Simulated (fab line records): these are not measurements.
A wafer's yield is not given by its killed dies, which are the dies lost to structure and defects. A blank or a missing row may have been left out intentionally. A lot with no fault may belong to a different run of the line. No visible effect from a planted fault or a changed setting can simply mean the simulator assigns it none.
Which tool was responsible? | flow gf180mcu | 14 lots with 42 wafers sampled at 4 steps, on a route of 602 steps

== WHAT THE GAUGES SHOWED, per wafer ==
GF_M5_CD_MEAS_07 targets a cd of 280 nm. Usual: cd nm at 279.8 nm, with a standard deviation of 1.3.
lot  | measured     | on        | cd nm (nm)        | flag
L962 | day 26 04:27 | cd sem-01 | 279.6 279.3 281.3 |
L963 | day 26 13:44 | cd sem-01 | 278.5 278.2 278.7 |
L964 | day 27 04:52 | cd sem-02 | 280.1 279.4 278.8 |
L965 | day 27 09:02 | cd sem-02 | 281.4 281.1 280.5 |
L966 | day 27 22:23 | cd sem-01 | 279.5 279.8 280.2 |
L969 | day 29 09:58 | cd sem-01 | 280.6 280.2 279.0 |
L971 | day 29 22:13 | cd sem-01 | 280.4 279.9 281.0 |
L972 | day 30 04:46 | cd sem-02 | 278.2 278.0 278.1 |
L975 | day 31 01:13 | cd sem-02 | 279.8 280.8 279.0 |
L976 | day 31 06:17 | cd sem-01 | 278.3 279.7 280.1 |
L978 | day 31 14:11 | cd sem-02 | 282.0 282.8 282.2 |
L979 | day 31 14:42 | cd sem-02 | 279.6 279.1 280.1 |
L980 | day 32 06:16 | cd sem-02 | 282.0 281.6 281.7 |
L983 | day 32 11:12 | cd sem-01 | 276.5 277.4 277.6 |

GF_TOP_METAL_CD_MEAS_14 targets a cd of 440 nm. Usual: cd nm at 439.5 nm, with a standard deviation of 1.9.
lot  | measured     | on        | cd nm (nm)        | flag
L962 | day 28 02:48 | cd sem-02 | 437.7 438.4 438.4 |
L963 | day 28 08:41 | cd sem-01 | 441.0 436.7 436.5 |
L964 | day 28 22:46 | cd sem-01 | 440.9 441.2 441.4 |
L965 | day 29 02:53 | cd sem-02 | 435.0 437.4 434.2 |
L966 | day 29 15:38 | cd sem-02 | 437.7 438.8 439.6 |
L969 | day 31 01:19 | cd sem-01 | 437.3 436.7 437.5 |
L971 | day 31 13:46 | cd sem-01 | 439.9 438.3 439.1 |
L972 | day 31 19:53 | cd sem-01 | 439.9 440.6 438.7 |
L975 | day 32 14:10 | cd sem-01 | 439.7 438.7 437.4 |
L976 | day 32 19:14 | cd sem-02 | 441.1 438.3 441.2 |
L978 | day 33 04:50 | cd sem-01 | 440.7 439.8 440.7 |
L979 | day 33 03:11 | cd sem-02 | 439.6 441.2 439.9 |
L980 | day 33 18:34 | cd sem-01 | 437.9 438.9 439.2 |
L983 | day 33 22:46 | cd sem-01 | 439.3 440.3 440.4 |

GF_PASSIVATION_BOW_MEAS_14. Usual: for PASSIVATION_BOW the level is 134 um and the standard deviation is 8.2.
lot  | measured     | on            | PASSIVATION_BOW (um) | flag
L962 | day 29 01:34 | film metro-01 | 140 133 133          |
L963 | day 29 06:57 | film metro-04 | 133 143 139          |
L964 | day 29 20:41 | film metro-04 | 140 148 151          |
L965 | day 30 00:51 | film metro-04 | 136 133 129          |
L966 | day 30 12:21 | film metro-03 | 133 132 128          |
L969 | day 31 21:14 | film metro-01 | 136 140 139          |
L971 | day 32 10:10 | film metro-01 | 117 138 121          |
L972 | day 32 15:44 | film metro-01 | 132 130 137          |
L975 | day 33 09:44 | film metro-01 | 143 139 135          |
L976 | day 33 14:37 | film metro-01 | 130 125 132          |
L978 | day 34 00:06 | film metro-01 | 126 131 124          |
L979 | day 33 22:12 | film metro-01 | 146 154 149          |
L980 | day 34 13:20 | film metro-03 | 149 123 132          |
L983 | day 34 17:22 | film metro-04 | 130 136 136          |

== WHAT TOOL EACH LOT RAN ON (gives the tool, then ch and the chambers of the sampled wafers, and finally the start) ==
lot  | GF_V2_CVD_23
L962 | cvd w-01 ch 0,1, day 20 04:13
L963 | cvd w-02 ch 0,1, day 20 14:47
L964 | cvd w-02 ch 0,1, day 21 08:11
L965 | cvd w-02 ch 0,1, day 21 14:44
L966 | cvd w-01 ch 1, day 22 05:10
L969 | cvd w-02 ch 0,1, day 23 23:15
L971 | cvd w-02 ch 0,1, day 24 14:55
L972 | cvd w-02 ch 0,1, day 24 23:29
L975 | cvd w-02 ch 0,1, day 25 19:59
L976 | cvd w-01 ch 0,1, day 26 04:24
L978 | cvd w-01 ch 0,1, day 26 12:08
L979 | cvd w-01 ch 0, day 26 12:36
L980 | cvd w-01 ch 0,1, day 27 06:37
L983 | cvd w-01 ch 0,1, day 27 15:02
- GF_V2_CVD_23: deposits W, target thk 350 nm, time 104.94 s.

== AS READ BY THE TOOLS THEMSELVES (means over the sampled wafers that have a number; for cases with no such wafer, the mark the record gives instead) ==
GF_V2_CVD_23. Usual: heater power w at 897 W, with a standard deviation of 98.
lot  | tool     | heater power w (W) | flag
L962 | cvd w-01 | 898                |
L963 | cvd w-02 | 906                |
L964 | cvd w-02 | 828                |
L965 | cvd w-02 | 906                |
L966 | cvd w-01 | 884                |
L969 | cvd w-02 | 910                |
L971 | cvd w-02 | 932                |
L972 | cvd w-02 | 830                |
L975 | cvd w-02 | 829                |
L976 | cvd w-01 | 937                |
L978 | cvd w-01 | 922                |
L979 | cvd w-01 | 938                |
L980 | cvd w-01 | 918                |
L983 | cvd w-01 | 937                |

== THE ANSWER, worked out from the rows above alone ==
Rule: take the mean of a lot's wafers that have a number; if it is more than 3 standard deviations from the usual mean, the lot is off. Also off: a lot with no number at a reading for which 4 or more lots have one. Where the step has rows for the other lots, those lots are counted as sound. Order of review: gauges by route order, followed by the tools' own readings, for which a lot's mean as printed above is used. The first step at which some lot is off is used, and at that step the reading that is off furthest; a lot without a number counts as furthest.
No lot is off on any of the readings shown, so nothing can be concluded from this.

== WHAT WAS PUT IN BY THE SIMULATOR ==
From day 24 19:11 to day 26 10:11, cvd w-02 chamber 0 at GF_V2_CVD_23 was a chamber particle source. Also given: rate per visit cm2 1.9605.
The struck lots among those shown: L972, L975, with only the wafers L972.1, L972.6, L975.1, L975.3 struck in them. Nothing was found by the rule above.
